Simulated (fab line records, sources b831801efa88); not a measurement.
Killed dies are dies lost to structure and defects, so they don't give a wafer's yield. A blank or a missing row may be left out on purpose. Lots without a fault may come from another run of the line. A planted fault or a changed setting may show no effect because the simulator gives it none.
Which tool did it? | flow gf180mcu | 12 lots, 34 wafers sampled, at 5 steps of a route of 602

WHAT THE GAUGES READ, wafer by wafer
GF_V3_THK_MEAS_03.
lot  | measured     | on            | V3_CVD_02_THK (nm)
L663 | day 21 19:31 | film_metro-02 | 811 800 815
L664 | day 22 08:11 | film_metro-03 | 850 842 860
L665 | day 22 12:29 | film_metro-01 | 832 853 836
L667 | day 23 13:08 | film_metro-02 | 1298 861
L668 | day 23 17:14 | film_metro-01 | 839 1297 1308
L669 | day 23 22:58 | film_metro-02 | 861 1289
L676 | day 27 01:40 | film_metro-01 | 862 850 861
L678 | day 27 11:00 | film_metro-03 | 844 852 856
L679 | day 27 13:53 | film_metro-01 | 836 838 850
L680 | day 27 18:58 | film_metro-02 | 842 854 849
L684 | day 28 18:14 | film_metro-01 | 846 845 866
L685 | day 29 07:08 | film_metro-01 | 836 838 832

WHICH TOOL RAN EACH LOT (tool, then ch and the chambers of the sampled wafers, then the start)
lot  | GF_V1_CVD_23                  | GF_M2_SPUTTER_00             | GF_M3_SPUTTER_04             | GF_V3_CVD_02
L663 | cvd_w-02 ch 0,1, day 18 14:45 | pvd_sputter-02, day 18 15:20 | pvd_sputter-04, day 20 19:31 | pecvd-02 ch 0,1,2, day 21 19:26
L664 | cvd_w-01 ch 0,1, day 19 02:47 | pvd_sputter-02, day 19 03:23 | pvd_sputter-04, day 21 07:47 | pecvd-04 ch 0,1,2, day 22 08:07
L665 | cvd_w-01 ch 0, day 19 07:59   | pvd_sputter-04, day 19 08:34 | pvd_sputter-03, day 21 12:19 | pecvd-04 ch 0,1,2, day 22 12:25
L667 | cvd_w-02 ch 1, day 20 09:10   | pvd_sputter-02, day 20 09:48 | pvd_sputter-03, day 22 12:47 | pecvd-04 ch 0,2, day 23 13:02
L668 | cvd_w-01 ch 0, day 20 13:44   | pvd_sputter-04, day 20 14:19 | pvd_sputter-03, day 22 17:41 | pecvd-04 ch 0,2, day 23 17:10
L669 | cvd_w-02 ch 1, day 20 19:49   | pvd_sputter-01, day 20 20:25 | pvd_sputter-03, day 22 23:17 | pecvd-04 ch 0,1, day 23 22:55
L676 | cvd_w-01 ch 0,1, day 24 04:02 | pvd_sputter-01, day 24 05:14 | pvd_sputter-02, day 26 03:59 | pecvd-02 ch 0,1,2, day 27 01:37
L678 | cvd_w-02 ch 0,1, day 24 14:28 | pvd_sputter-01, day 24 15:01 | pvd_sputter-04, day 26 13:53 | pecvd-04 ch 0,1, day 27 10:55
L679 | cvd_w-01 ch 0,1, day 24 18:01 | pvd_sputter-01, day 24 18:37 | pvd_sputter-02, day 26 17:06 | pecvd-02 ch 1,2, day 27 13:47
L680 | cvd_w-01 ch 0,1, day 24 23:33 | pvd_sputter-01, day 25 00:08 | pvd_sputter-03, day 26 21:46 | pecvd-02 ch 1,2, day 27 18:51
L684 | cvd_w-02 ch 0,1, day 26 01:13 | pvd_sputter-02, day 26 01:49 | pvd_sputter-03, day 27 21:25 | pecvd-02 ch 1,2, day 28 18:10
L685 | cvd_w-02 ch 0,1, day 26 13:01 | pvd_sputter-01, day 26 14:01 | pvd_sputter-02, day 28 10:30 | pecvd-01 ch 0,1,2, day 29 07:04
- GF_V1_CVD_23: deposits W, target thk 350 nm, time 105.05 s.
- GF_M2_SPUTTER_00: material Ti, target thk 37.5 nm, time 150 s.
- GF_M3_SPUTTER_04: material TiN, target thk 50 nm, time 41.7 s.
- GF_V3_CVD_02: deposits SiO2 from TEOS, target thk 850 nm, time 94.851 s.

WHAT THE TOOLS THEMSELVES READ (means of the sampled wafers that have a number; where no wafer has one, the mark that the record gives instead)
GF_V1_CVD_23.
lot  | tool     | heater_power_w (W)
L663 | cvd_w-02 | 772
L664 | cvd_w-01 | 820
L665 | cvd_w-01 | 799
L667 | cvd_w-02 | 962
L668 | cvd_w-01 | 806
L669 | cvd_w-02 | 959
L676 | cvd_w-01 | 826
L678 | cvd_w-02 | 867
L679 | cvd_w-01 | 832
L680 | cvd_w-01 | 819
L684 | cvd_w-02 | 779
L685 | cvd_w-02 | 863

GF_M2_SPUTTER_00.
lot  | tool           | throttle_valve_pct (%)
L663 | pvd_sputter-02 | 29.5
L664 | pvd_sputter-02 | 29.8
L665 | pvd_sputter-04 | 30.0
L667 | pvd_sputter-02 | 29.1
L668 | pvd_sputter-04 | 28.0
L669 | pvd_sputter-01 | 30.8
L676 | pvd_sputter-01 | 30.2
L678 | pvd_sputter-01 | 30.6
L679 | pvd_sputter-01 | 30.4
L680 | pvd_sputter-01 | 30.5
L684 | pvd_sputter-02 | 29.4
L685 | pvd_sputter-01 | 30.3

GF_M3_SPUTTER_04.
lot  | tool           | throttle_valve_pct (%)
L663 | pvd_sputter-04 | 30.0
L664 | pvd_sputter-04 | 29.9
L665 | pvd_sputter-03 | 32.0
L667 | pvd_sputter-03 | 31.6
L668 | pvd_sputter-03 | 31.2
L669 | pvd_sputter-03 | 31.8
L676 | pvd_sputter-02 | 30.0
L678 | pvd_sputter-04 | 28.1
L679 | pvd_sputter-02 | 29.3
L680 | pvd_sputter-03 | 31.7
L684 | pvd_sputter-03 | 30.5
L685 | pvd_sputter-02 | 29.4

GF_V3_CVD_02.
lot  | tool     | heater_power_w (W) | rf_fwd_power_W (W)
L663 | pecvd-02 | 679                | 596.5
L664 | pecvd-04 | 592                | 597.1
L665 | pecvd-04 | 633                | 595.4
L667 | pecvd-04 | 764                | 597.2
L668 | pecvd-04 | 738                | 596.4
L669 | pecvd-04 | 596                | 595.6
L676 | pecvd-02 | 618                | 595.7
L678 | pecvd-04 | 545                | 595.4
L679 | pecvd-02 | 586                | 594.2
L680 | pecvd-02 | 607                | 595.9
L684 | pecvd-02 | 556                | 594.2
L685 | pecvd-01 | 611                | 598.0

THE ANSWER, worked out from the rows above alone
Rule: what is usual is taken from the lots themselves. Put in order of their means at a reading, lots are off if they are a third of the lots or fewer, leave a main group of 4 or more, and stand apart from it by a gap of 3 or more times the standard deviation of the main group's means; of several such gaps the widest counts. A main group whose means are all the same, to the digits that the tables above print for the reading, isn't used. A lot without any number at a reading at which 4 lots or more have one is off too. The other lots that the step has rows for count as sound. The gauges are gone through in route order, then the tools' own readings, and for those a lot's mean is taken as printed above. The first step at which some lot is off is used, and at that step the reading that is off furthest; a lot without a number counts as furthest.
Off: L667, L668, L669, at GF_V3_THK_MEAS_03 (V3_CVD_02_THK). The main group: mean 843 nm, standard deviation 14.
A tool fits if, at a process step before that reading, it ran every lot that is off, and no sound lot after the first of them. The gauges at GF_V3_THK_MEAS_03 are tried like those tools. None of those tried fits.

WHAT THE SIMULATOR HAD PUT IN
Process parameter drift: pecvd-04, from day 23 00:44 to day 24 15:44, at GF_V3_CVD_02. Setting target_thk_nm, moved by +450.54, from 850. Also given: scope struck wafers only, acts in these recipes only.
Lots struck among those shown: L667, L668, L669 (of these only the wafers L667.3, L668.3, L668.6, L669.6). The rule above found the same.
